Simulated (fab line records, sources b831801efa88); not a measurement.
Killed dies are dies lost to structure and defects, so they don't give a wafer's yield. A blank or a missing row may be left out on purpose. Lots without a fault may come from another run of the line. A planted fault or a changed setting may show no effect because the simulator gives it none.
fab line records | flow sky130
record lots=6 wafers=18 last_day=49
route steps=708 shown CONTACT@418 METAL1@434 PAD_OPEN@708
lots that met no fault: from a run of the same line without faults
start_h: hours from the record's first day to the start of the lot's first wafer shown | wait_h: hours since the lot's step before | " the same as in the row above | L1.1+2: a row that stands for several wafers | - no value, or no start given | * or withheld: withheld | < > ~ a bound
route shown NAME@n: a module of which the file shows steps, and the number in the route of the first | usual: mean/standard deviation of fault-free wafers | same: alike in all rows | chamber/n: place in a boat | sites: the reading at each site | _std_site: their standard deviation | _edge_site: outer sites' mean less inner sites' | radius_mm: how far each site lies from the wafer's centre | mask NAME#n: copy n | behind: the tool/chamber that last shaped the wafer | hold: why the lot was held/for how many hours/how that ended | device: the transistor (n, p or np) that didn't switch | end of line: the same wafers' tests at the end of the route | a step without rows: its recipe alone | killed: dies lost to structure and defects at the first sort, not the wafer's yield | map: a wafer's dies, x killed, . not, _ none there
set.NAME: the setting as run; set.NAME@STEP: as run at that earlier step | model.NAME: the simulator's own value behind a step, which no gauge read
lots at some steps of the route; a table a step, a row a wafer
services: from which hour (start_h, from the record's first day; less than 0 if before it) a tool's chamber was out of use, for how many hours, and why
## steps
# step SKY_CONTACT_PEB_12
# recipe peb_temp_c=withheld peb_time_s=withheld resist=KrF-thick
# step SKY_CONTACT_DEVELOP_13
# recipe develop_time_s=60 resist=KrF-thick dev_temp_c=21
# step SKY_CONTACT_CD_MEAS_14
# recipe target_cd_nm=170
# usual cd_nm=170.2/1.6
# columns lot.wafer tool chamber start_h wait_h cd_nm
L536.1 cd_sem-01 - 742.50 - 169.8
L536.3 " - " " 171.0
L536.6 " - " " 170.2
L540.3 cd_sem-02 - 769.67 - 168.9
L540.4 " - " " 171.5
L540.5 " - " " 170.2
L548.1 cd_sem-02 - 832.75 - 171.8
L548.4 " - " " 171.1
L548.6 " - " " 171.4
L549.1 cd_sem-02 - 840.70 - 167.6
L549.3 " - " " 168.8
L549.4 " - " " 168.4
L553.2 cd_sem-02 - 862.75 - 169.9
L553.3 " - " " 169.0
L553.6 " - " " 170.8
L554.2 cd_sem-01 - 878.12 - 173.1
L554.3 " - " " 172.8
L554.4 " - " " 173.8
# step SKY_CONTACT_OVL_MEAS_15
# usual CONTACT_OVL=0/4.6
# columns lot.wafer tool chamber start_h wait_h CONTACT_OVL[nm]
L536.1 overlay-01 - 742.62 0.1 11
L536.3 " - " " 6
L536.6 " - " " 6
L540.3 overlay-01 - 769.76 0.1 -12
L540.4 " - " " -5
L540.5 " - " " -9
L548.1 overlay-01 - 832.87 0.1 1
L548.4 " - " " 3
L548.6 " - " " -2
L549.1 overlay-01 - 840.82 0.1 4
L549.3 " - " " 3
L549.4 " - " " 5
L553.2 overlay-01 - 862.86 0.1 -3
L553.3 " - " " -2
L553.6 " - " " -2
L554.2 overlay-02 - 878.22 0.1 5
L554.3 " - " " -1
L554.4 " - " " 2
# step SKY_CONTACT_ETCH_16
# recipe chemistry=N2/H2 target=BARC ion_energy_ev=200 source_w=500 bias_w=100 pressure_mtorr=30 n2_flow_sccm=100 h2_flow_sccm=200 stop_on=SiO2 time_s=45.9 target_depth_a=600
# usual drypump_motor_current_A=5.6/0.52 oes_product_au=0.856/0.0052 rf_fwd_power_W=494.7/2.1 throttle_valve_pct=13.225/0.0085
# columns lot.wafer tool chamber start_h wait_h drypump_motor_current_A oes_product_au rf_fwd_power_W rf_hours_counter_h throttle_valve_pct
L536.1 rie_diel-03 1 742.65 0.0 5.4 0.849 490.8 12 13.224
L536.3 " 3 " " 6.3 0.850 496.5 5 13.214
L536.6 " 2 " " 6.5 0.856 493.4 - 13.216
L540.3 rie_diel-03 3 769.79 0.0 6.3 0.858 494.2 6 13.215
L540.4 " 1 " " 5.5 0.862 494.5 12 13.208
L540.5 " 3 " " 6.2 0.848 494.8 - 13.218
L548.1 rie_diel-01 3 832.90 0.0 5.5 0.851 498.9 6 13.238
L548.4 " 2 " " 5.8 0.847 496.5 13 13.241
L548.6 " 1 " " 4.7 0.854 495.2 - 13.218
L549.1 rie_diel-02 3 840.85 0.0 5.1 0.854 497.0 18 13.213
L549.3 " 1 " " 5.2 0.860 495.3 22 13.227
L549.4 " 0 " " 5.9 0.847 492.8 17 13.231
L553.2 rie_diel-02 1 862.89 0.0 5.2 0.849 496.6 23 13.219
L553.3 " 0 " " 5.9 0.857 493.3 18 13.229
L553.6 " 0 " " 5.9 0.862 491.7 - 13.229
L554.2 rie_diel-03 2 878.25 0.0 6.5 0.858 496.3 15 13.224
L554.3 " 3 " " 6.3 0.865 495.1 9 13.218
L554.4 " 1 " " 5.4 0.857 493.6 15 13.220
# step SKY_CONTACT_ETCH_17
# recipe target=SiO2 chemistry=C4F8/O2/Ar stop_on=Si3N4 mask_material=KrF-thick source_w=1500 bias_w=1200 pressure_mtorr=40 c4f8_flow_sccm=withheld O2_flow_sccm=6 Ar_flow_sccm=300 time_s=withheld target_depth_a=3400
# usual oes_product_au=0.892/0.0048 rf_fwd_power_W=1487/5.3
# columns lot.wafer tool chamber start_h wait_h oes_product_au rf_fwd_power_W
L536.1 rie_diel-03 1 742.69 0.0 0.897 1480
L536.3 " 3 " " 0.885 1489
L536.6 " 2 " " 0.897 1488
L540.3 rie_diel-03 3 769.83 0.0 0.885 1492
L540.4 " 1 " " 0.892 1483
L540.5 " 3 " " 0.892 1487
L548.1 rie_diel-01 3 832.94 0.0 0.895 1490
L548.4 " 2 " " 0.893 1496
L548.6 " 1 " " 0.897 1488
L549.1 rie_diel-02 3 840.89 0.0 0.897 1492
L549.3 " 1 " " 0.893 1491
L549.4 " 0 " " 0.890 1476
L553.2 rie_diel-02 1 862.93 0.0 0.885 1477
L553.3 " 0 " " 0.893 1483
L553.6 " 0 " " 0.891 1478
L554.2 rie_diel-03 2 878.29 0.0 0.898 1492
L554.3 " 3 " " 0.892 1483
L554.4 " 1 " " 0.901 1488
# step SKY_CONTACT_ETCH_18
# recipe target=Si3N4 chemistry=CHF3/O2 stop_on=TiN source_w=600 bias_w=200 pressure_mtorr=40 chf3_flow_sccm=50 O2_flow_sccm=5 time_s=39 target_depth_a=750
# step SKY_CONTACT_STRIP_19
# recipe chemistry=O2/N2 power_w=1400 pressure_mtorr=1500 platen_temp_c=withheld o2_flow_sccm=3000 n2_flow_sccm=300 overash_fraction=0.5
# usual drypump_motor_current_A=5.6/0.43 o2_flow_sccm=2999/9 oes_product_au=0.380/0.0047 strip_time_to_endpoint_s=3.609/0.029
# columns lot.wafer tool chamber start_h wait_h drypump_motor_current_A o2_flow_sccm oes_product_au rf_hours_counter_h strip_time_to_endpoint_s
L536.1 plasma_asher-02 1 742.78 - 5.1 3008 0.379 30 3.602
L536.3 " 0 " " 5.2 2994 0.377 - 3.608
L536.6 " 1 " " 5.2 2999 0.372 - 3.581
L540.3 plasma_asher-02 1 769.95 - 5.1 2987 0.385 - 3.652
L540.4 " 0 " " 5.2 3002 0.390 - 3.650
L540.5 " 1 " " 5.1 2981 0.382 - 3.641
L548.1 plasma_asher-02 1 833.04 - 5.1 3002 0.383 39 3.632
L548.4 " 1 " " 5.1 3000 0.383 - 3.644
L548.6 " 0 " " 5.2 2998 0.383 - 3.572
L549.1 plasma_asher-03 0 840.98 - 6.1 3010 0.378 105 3.636
L549.3 " 1 " " 5.9 3018 0.383 - 3.579
L549.4 " 0 " " 6.1 2998 0.377 - 3.606
L553.2 plasma_asher-03 0 863.02 - 6.1 3003 0.379 108 3.611
L553.3 " 0 " " 6.1 2997 0.381 - 3.626
L553.6 " 1 " " 6.0 2998 0.378 - 3.633
L554.2 plasma_asher-03 0 878.38 - 6.1 2998 0.374 110 3.557
L554.3 " 0 " " 6.2 2992 0.380 - 3.559
L554.4 " 1 " " 6.0 3007 0.380 - 3.597
# step SKY_CONTACT_STRIP_20
# recipe chemistry=post_etch_residue_remover time_s=1200 temp_c=72.5
# step SKY_CONTACT_CLEAN_21
# recipe chemistry=IPA time_s=180 temp_c=25
# step SKY_CONTACT_CLEAN_22
# recipe chemistry=O3/DIW dry=n2_spin
# step SKY_CONTACT_SPUTTER_23
# recipe material=TiN target_thk_nm=20 chamber_pressure_pa=5 power_w=4000 time_s=80
# usual throttle_valve_pct=29.7/0.93
# columns lot.wafer tool chamber start_h wait_h throttle_valve_pct
L536.1 pvd_sputter-04 - 743.38 0.0 32.1
L536.3 " - " " 29.4
L536.6 " - " " 31.8
L540.3 pvd_sputter-02 - 770.52 0.0 29.6
L540.4 " - " " 29.2
L540.5 " - " " 29.8
L548.1 pvd_sputter-04 - 833.63 0.0 30.1
L548.4 " - " " 29.7
L548.6 " - " " 32.0
L549.1 pvd_sputter-02 - 841.58 0.0 29.9
L549.3 " - " " 29.3
L549.4 " - " " 28.8
L553.2 pvd_sputter-03 - 863.62 0.0 30.7
L553.3 " - " " 28.1
L553.6 " - " " 28.5
L554.2 pvd_sputter-04 - 878.98 0.0 29.7
L554.3 " - " " 31.9
L554.4 " - " " 29.8
# step SKY_CONTACT_CVD_24
# recipe material=W target_thk_nm=340 time_s=102.12 temp_c=400 pressure_torr=40
# usual chamber_pressure_Torr=40.00/0.097 heater_power_w=815/100
# columns lot.wafer tool chamber start_h wait_h chamber_pressure_Torr heater_power_w model.W_of_CONTACT_CVD_24.thk_nm
L536.1 cvd_w-01 0 743.44 0.0 39.95 681 335.5
L536.3 " 0 " " 40.00 658 335.4
L536.6 " 1 " " 39.98 797 344.9
L540.3 cvd_w-02 0 770.61 0.1 40.07 723 350.7
L540.4 " 1 " " 39.98 953 341.3
L540.5 " 1 " " 40.01 908 341.9
L548.1 cvd_w-01 1 833.69 0.0 39.93 795 398.5
L548.4 " 0 " " 39.92 691 330.6
L548.6 " 1 " " 39.86 798 403.7
L549.1 cvd_w-01 0 841.64 0.0 39.84 691 337.8
L549.3 " 1 " " 39.99 808 406.2
L549.4 " 0 " " 39.83 695 338
L553.2 cvd_w-02 1 863.72 0.1 39.87 944 339.1
L553.3 " 1 " " 39.90 942 342.6
L553.6 " 1 " " 39.97 937 341.7
L554.2 cvd_w-02 1 879.08 0.1 40.04 975 342
L554.3 " 1 " " 40.03 942 337.6
L554.4 " 1 " " 39.94 936 338
# step SKY_CONTACT_RS_MEAS_25
# recipe thk_meas_gauge=four-point-probe reads=W_of_CONTACT_CVD_24+TiN_of_CONTACT_SPUTTER_23
# usual CONTACT_W_RS=0.337/0.0058
# columns lot.wafer tool chamber start_h wait_h CONTACT_W_RS[ohm/sq]
L536.1 film_metro-04 - 743.55 0.1 0.342
L536.3 " - " " 0.343
L536.6 " - " " 0.333
L540.3 film_metro-03 - 770.73 0.1 0.327
L540.4 " - " " 0.337
L540.5 " - " " 0.336
L548.1 film_metro-03 - 833.80 0.1 0.288
L548.4 " - " " 0.347
L548.6 " - " " 0.284
L549.1 film_metro-03 - 841.75 0.1 0.339
L549.3 " - " " 0.282
L549.4 " - " " 0.339
L553.2 film_metro-03 - 863.92 0.2 0.338
L553.3 " - " " 0.335
L553.6 " - " " 0.335
L554.2 film_metro-02 - 879.28 0.2 0.337
L554.3 " - " " 0.341
L554.4 " - " " 0.341
# step SKY_CONTACT_THK_MEAS_26
# recipe thk_meas_gauge=xrf reads=W_of_CONTACT_CVD_24
# usual CONTACT_W_THK=343/8.3
# columns lot.wafer tool chamber start_h wait_h CONTACT_W_THK[nm]
L536.1 film_metro-04 - 743.67 0.1 334
L536.3 " - " " 331
L536.6 " - " " 342
L540.3 film_metro-03 - 770.83 0.1 357
L540.4 " - " " 348
L540.5 " - " " 350
L548.1 film_metro-03 - 833.92 0.1 408
L548.4 " - " " 337
L548.6 " - " " 414
L549.1 film_metro-03 - 841.87 0.1 344
L549.3 " - " " 419
L549.4 " - " " 347
L553.2 film_metro-03 - 864.03 0.1 347
L553.3 " - " " 348
L553.6 " - " " 351
L554.2 film_metro-02 - 879.39 0.1 349
L554.3 " - " " 343
L554.4 " - " " 343
# step SKY_CONTACT_CMP_27
# recipe stop_on=SiO2 t_overpolish_s=15 down_force_psi=3.5 platen_rpm=60 target_thk_nm=0 pad_velocity_m_s=0.94248
# usual motor_current_A=11.3/1.2 retaining_ring_pressure_frac=1.000/0.0054 time_to_endpoint_s=83/4.5
# columns lot.wafer tool chamber start_h wait_h motor_current_A retaining_ring_pressure_frac time_to_endpoint_s
L536.3 cmp-02 1 743.78 0.1 11.6 1.000 81
L536.1 " 2 " " 12.4 1.004 81
L536.6 " 0 " " 10.0 1.008 79
L540.3 cmp-01 3 770.87 0.0 13.0 1.005 79
L540.4 " 0 " " 9.8 0.999 82
L540.5 " 0 " " 9.7 0.994 84
L548.4 cmp-01 1 834.03 0.1 11.4 0.998 77
L548.1 " 2 " " 12.1 0.996 100
L548.6 " 0 " " 9.9 1.007 102
L549.1 cmp-01 0 841.93 0.1 10.0 0.997 80
L549.3 " 2 " " 11.1 1.001 99
L549.4 " 3 " " 13.3 1.004 78
L553.3 cmp-02 3 864.08 0.0 11.0 0.995 86
L553.2 " 0 " " 9.8 1.001 75
L553.6 " 0 " " 9.7 1.004 80
L554.4 cmp-01 1 879.44 0.0 10.6 0.997 79
L554.3 " 3 " " 12.7 0.999 80
L554.2 " 0 " " 9.9 1.013 90
# step SKY_METAL1_SPUTTER_00
# recipe material=Ti target_thk_nm=15 power_w=3000 time_s=10 chamber_pressure_pa=0.4
# usual throttle_valve_pct=29.9/1
# columns lot.wafer tool chamber start_h wait_h throttle_valve_pct
L536.1 pvd_sputter-01 - 744.03 0.1 29.1
L536.3 " - " " 29.4
L536.6 " - " " 29.2
L540.3 pvd_sputter-01 - 771.17 0.2 31.3
L540.4 " - " " 29.4
L540.5 " - " " 29.6
L548.1 pvd_sputter-03 - 834.28 0.1 29.5
L548.4 " - " " 28.3
L548.6 " - " " 28.3
L549.1 pvd_sputter-03 - 842.23 0.2 28.6
L549.3 " - " " 30.9
L549.4 " - " " 29.1
L553.2 pvd_sputter-04 - 864.38 0.2 29.7
L553.3 " - " " 29.6
L553.6 " - " " 30.3
L554.2 pvd_sputter-01 - 879.74 0.1 31.1
L554.3 " - " " 29.4
L554.4 " - " " 29.1
# step SKY_PAD_OPEN_PROBE_99
# usual killed_at_M0_to_M3=42/6.7 killed_at_M4_up=3.3/2.1 killed_at_contacts=24/5.1 killed_at_front_end=15/4.6 killed_at_other=0.3/0.58 killed_dies=85/9.9 killed_on_rim=17/3.7 killed_open=46/6.9 killed_short=38/7
# same gross_dies=492 killed_at_back_side=0
# columns lot.wafer tool chamber start_h wait_h killed_at_M0_to_M3 killed_at_M4_up killed_at_contacts killed_at_front_end killed_at_other killed_dies killed_on_rim killed_open killed_short
L549.1 prober-02 - 1156.22 0.1 45 3 21 17 0 86 14 46 39
L549.3 prober-02 - 1156.32 0.2 48 4 22 11 0 85 14 47 38
L549.4 prober-02 - 1156.37 0.2 37 4 35 14 0 90 15 43 47
L554.2 prober-01 - 1181.92 0.1 35 2 24 23 0 84 14 43 41
L554.3 prober-01 - 1181.97 0.2 36 0 23 21 0 80 20 36 44
L554.4 prober-01 - 1182.02 0.2 44 9 25 13 1 92 12 50 41
# killed by level:class
L549.1 VIA1:geometric_particle:open=13 CONTACT:geometric_particle:open=11 VIA1:geometric_particle:short=8 FIELD_ISO:geometric_particle:open=5 FIELD_ISO:geometric_particle:short=5 METAL1:geometric_particle:short=5 LI_CONTACT:geometric_particle:open=4 VIA2:geometric_particle:open=4
L549.3 VIA1:geometric_particle:open=9 LI_CONTACT:geometric_particle:open=8 CONTACT:geometric_particle:short=7 VIA2:geometric_particle:open=7 VIA3:geometric_particle:open=6 CONTACT:geometric_particle:open=5 VIA1:geometric_particle:short=4 METAL2:geometric_particle:short=4
L549.4 CONTACT:geometric_particle:open=10 CONTACT:geometric_particle:short=9 VIA2:geometric_particle:open=7 VIA1:geometric_particle:short=7 FIELD_ISO:geometric_particle:open=6 LOCAL_INTERCONNECT:geometric_particle:short=6 VIA1:geometric_particle:open=6 METAL2:geometric_particle:short=6
L554.2 VIA1:geometric_particle:open=9 VIA2:geometric_particle:open=9 POLY_GATE:geometric_particle:short=8 LI_CONTACT:geometric_particle:open=7 CONTACT:geometric_particle:short=7 POLY_GATE:geometric_particle:open=5 METAL1:geometric_particle:short=5 CONTACT:geometric_particle:open=4
L554.3 POLY_GATE:geometric_particle:open=9 CONTACT:geometric_particle:short=8 VIA2:geometric_particle:open=8 CONTACT:geometric_particle:open=7 METAL2:geometric_particle:short=7 POLY_GATE:geometric_particle:short=5 VIA2:geometric_particle:short=5 VIA3:geometric_particle:open=4
L554.4 CONTACT:geometric_particle:open=10 VIA1:geometric_particle:open=9 METAL4:geometric_particle:short=8 LI_CONTACT:geometric_particle:open=7 METAL1:geometric_particle:short=7 VIA2:geometric_particle:open=5 CONTACT:geometric_particle:short=4 VIA2:geometric_particle:short=4
## services
# columns tool chamber start_h hours kind
pvd_sputter-01 - 729.82 0.6 repair
cmp-01 - 732.08 2.6 repair
cvd_w-02 - 733.28 1.1 repair
rie_diel-03 1 742.85 10.0 repair
pvd_sputter-02 - 752.66 2.0 repair
plasma_asher-02 - 758.29 3.9 repair
cmp-01 - 758.44 4.0 pm
rie_diel-02 2 777.34 40.1 repair
cmp-01 - 777.44 1.5 repair
cmp-02 - 779.01 5.3 pm
cvd_w-02 - 783.81 6.9 pm
cmp-01 - 785.11 4.8 pm
rie_diel-02 3 793.34 2.6 repair
cmp-02 - 800.21 2.0 repair
cmp-01 - 802.56 2.7 repair
cvd_w-02 - 809.24 2.8 pm
pvd_sputter-03 - 817.99 0.8 repair
rie_diel-01 1 818.63 5.7 repair
pvd_sputter-01 - 848.94 5.2 repair
cvd_w-02 0 855.37 24.4 repair
rie_diel-02 2 862.38 4.8 repair
rie_diel-03 3 864.96 10.2 repair
rie_diel-03 2 872.59 4.8 repair
pvd_sputter-03 - 878.04 2.4 repair
## key
first_sign step=SKY_CONTACT_RS_MEAS_25 reading=CONTACT_W_RS direction=down sigmas=9 usual=0.337 struck=0.284
effect step=SKY_CONTACT_THK_MEAS_26 reading=CONTACT_W_THK direction=up sigmas=8.6 usual=343 struck=414
effect step=SKY_CONTACT_CMP_27 reading=time_to_endpoint_s direction=up sigmas=3.9 usual=* struck=*
model_effect step=SKY_CONTACT_CVD_24 value=W_of_CONTACT_CVD_24.thk_nm without=335.8 struck=402.8
met_at SKY_CONTACT_CVD_24
struck_wafers L548.1,L548.6,L549.3
tester_left_out L548,L549
onset_between 743.44 833.69
fault kind=process_parameter_drift tool=cvd_w-01 chamber=1 onset_h=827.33 steps=SKY_CONTACT_CVD_24 channel=target_thk_nm offset=67.399 shape=step end_h=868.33 acts_in=these_recipes_only stated=340
# tester_left_out: of these lots the tester's yield and bins aren't shown, on N5 and GAA mostly nor the transistor test; their killed dies are dies lost to structure and defects alone, not to doping, threshold or leakage, so they don't give the yield
